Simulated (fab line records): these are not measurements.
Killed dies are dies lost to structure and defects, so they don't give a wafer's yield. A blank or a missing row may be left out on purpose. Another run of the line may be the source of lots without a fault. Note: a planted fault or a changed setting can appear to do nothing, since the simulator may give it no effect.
A lot that was struck, set against a sound lot :: flow sky130 :: 18 out of 708 route steps
Sound: these wafers, L650.2, L650.4, L650.6. The struck wafers were L661.3, L661.4, L661.5. At the end, the cause is stated.
At each step with rows: each side's tool, then ch and its chambers, then its first start. Under that, the readings that differ: sound wafers :: struck wafers :: difference of the means :: sigmas: that difference in standard deviations of wafers without a fault.
alike: readings whose means differ by less than 2 such deviations, and words and numbers that are the same on both sides. not compared: withheld readings, readings that some wafer has no value for, bounds like >300 that may hide the same value, and numbers for which the record gives no deviation and whose values overlap.
A row with sigmas, a row that says differs or no value, or rows on one side alone: a step with any of these is where the two part. Non-overlapping numbers with no deviation appear without sigmas and do not part them. A reading missing from all wafers of one side parts the sides only when that side holds two or more wafers.

first, 6 steps without rows for these wafers: SKY_RES_XHIGH_COAT_02 (resist thk 1140 nm); SKY_RES_XHIGH_SOFTBAKE_03 (time 60 s); SKY_RES_XHIGH_EXPOSE_04 (exposes mask URPM, target cd 1270 nm); SKY_RES_XHIGH_PEB_05; SKY_RES_XHIGH_DEVELOP_06 (develop time 60 s); SKY_RES_XHIGH_IMPLANT_07.
SKY_RES_XHIGH_STRIP_08: strips in O2/N2.
  sound on plasma asher-01 ch 0,1, day 28 08:50; struck on plasma asher-01 ch 0,1, day 32 10:50
reading: strip time to endpoint s (s)
sound: 14.22 14.22 14.25
struck: 14.32 14.34 14.32
difference: +0.10
sigmas: +2
  alike: drypump motor current A, oes product au
  not compared: rf hours counter h
SKY_RES_XHIGH_TW_MEAS_09:
  sound on film metro-03, day 28 08:57; struck on film metro-02, day 32 10:55
  alike: RES_XHIGH_TW
then, 4 steps without rows for these wafers: SKY_SD_N_DEHYDRATE_00 (time 60 s); SKY_SD_N_HMDS_01 (prime time 60 s); SKY_SD_N_COAT_02 (resist thk 1140 nm); SKY_SD_N_SOFTBAKE_03 (time 60 s).
SKY_SD_N_EXPOSE_04: exposes mask NSDM, target cd 380 nm.
  sound on iline stepper-02 ch 0, day 28 23:25; struck on iline stepper-02 ch 0, day 33 01:29
reading: model.SD_N.overlay x nm (nm)
sound: -0.5645 -0.5645 -0.5645
struck: -141 -141 -141
difference: -140
sigmas: 
  alike: mask
then, 2 steps without rows for these wafers: SKY_SD_N_PEB_05; SKY_SD_N_DEVELOP_06 (develop time 60 s).
SKY_SD_N_CD_MEAS_07: the cd target is 380 nm.
  sound on cd sem-02, day 29 14:31; struck on cd sem-02, day 33 14:41
  alike: cd nm
SKY_SD_N_OVL_MEAS_08:
  sound on overlay-02, day 29 14:38; struck on overlay-02, day 33 14:59
reading: SD_N_OVL (nm)
sound: -1.1 0.5 -0.7
struck: -141.3 -141.4 -142.7
difference: -141.4
sigmas: -99 or more
  not compared: hold
following that, these wafers have no rows for 1 step: SKY_PAD_OPEN_PROBE_99.

WHERE THEY PART
First at SKY_RES_XHIGH_STRIP_08; last, within this record, at SKY_SD_N_OVL_MEAS_08.

WHY: what had been put in by the simulator
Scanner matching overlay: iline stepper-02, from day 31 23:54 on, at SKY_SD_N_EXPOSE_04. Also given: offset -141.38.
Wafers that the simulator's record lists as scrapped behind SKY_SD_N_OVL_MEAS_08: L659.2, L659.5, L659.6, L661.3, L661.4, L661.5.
